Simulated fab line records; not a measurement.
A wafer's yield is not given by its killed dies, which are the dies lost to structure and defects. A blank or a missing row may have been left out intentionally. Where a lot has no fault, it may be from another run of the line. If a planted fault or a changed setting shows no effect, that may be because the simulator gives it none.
Which tool was responsible?	flow sky130	13 lots with 39 wafers sampled at 2 steps, on a route of 708 steps

## WHAT THE GAUGES SHOWED, per wafer
SKY_CAPM_THK_MEAS_01. Usual: CAPM_CVD_00_THK gives 15.44 nm (standard deviation 0.24).
lot	measured	on	CAPM_CVD_00_THK (nm)	flag
L764	day 35 20:45	film_metro-01	15.49 15.77 15.74	
L765	day 36 11:11	film_metro-01	15.27 15.49 15.75	
L766	day 36 21:08	film_metro-03	15.49 15.70 15.88	
L767	day 37 09:01	film_metro-04	15.23 15.09 15.26	
L768	day 37 17:43	film_metro-01	15.51 15.79 15.53	
L771	day 38 11:54	film_metro-04	15.09 15.18 15.28	
L772	day 38 19:43	film_metro-04	15.35 15.39 15.33	
L777	day 40 09:46	film_metro-04	15.12 15.32 15.65	
L778	day 40 20:20	film_metro-04	15.00 15.54 15.37	
L779	day 41 05:44	film_metro-03	15.31 15.29 15.65	
L783	day 42 01:59	film_metro-04	15.24 15.65 15.20	
L785	day 42 14:23	film_metro-03	15.38 15.37 15.45	
L786	day 43 01:02	film_metro-04	15.15 15.32 15.53	

SKY_CAPM_THK_MEAS_04: measures by xrf. Usual: CAPM_TIN_THK gives 198 nm (standard deviation 3.7).
lot	measured	on	CAPM_TIN_THK (nm)	flag
L764	day 35 21:02	film_metro-01	196 205 201	
L765	day 36 11:28	film_metro-03	200 193 200	
L766	day 36 21:26	film_metro-01	200 195 198	
L767	day 37 09:19	film_metro-03	191 201 196	
L768	day 37 18:00	film_metro-03	201 200 200	
L771	day 38 12:11	film_metro-03	196 191 199	
L772	day 38 20:00	film_metro-03	196 197 195	
L777	day 40 10:04	film_metro-01	193 200 201	
L778	day 40 20:38	film_metro-01	197 195 201	
L779	day 41 06:01	film_metro-01	199 203 199	
L783	day 42 02:16	film_metro-01	205 202 206	
L785	day 42 14:40	film_metro-01	199 192 196	
L786	day 43 01:19	film_metro-03	194 194 195	

## EACH LOT AND THE TOOL THAT RAN IT (in order: tool; ch and the chambers of the sampled wafers; start)
No process step before these readings appears in the record.

## AS READ BY THE TOOLS THEMSELVES (means over the sampled wafers that have a number; for cases with no such wafer, the mark the record gives instead)
The record holds no such reading with a usual standard deviation.

## THE ANSWER, worked out from the rows above alone
Rule: lot off if the mean of its wafers having a number is beyond 3 standard deviations from the usual mean. Also off: a lot with no number at a reading for which 4 or more lots have one. Any other lot the step has rows for is counted as sound. After the gauges, taken in route order, come the tools' own readings; for these a lot's mean is taken, as printed above. At the first step where some lot is off, the reading lying furthest off is the one used; lots without a number count as furthest.
Nothing can be told from this: no lot is off at any reading shown.

## WHAT HAD BEEN PUT IN BY THE SIMULATOR
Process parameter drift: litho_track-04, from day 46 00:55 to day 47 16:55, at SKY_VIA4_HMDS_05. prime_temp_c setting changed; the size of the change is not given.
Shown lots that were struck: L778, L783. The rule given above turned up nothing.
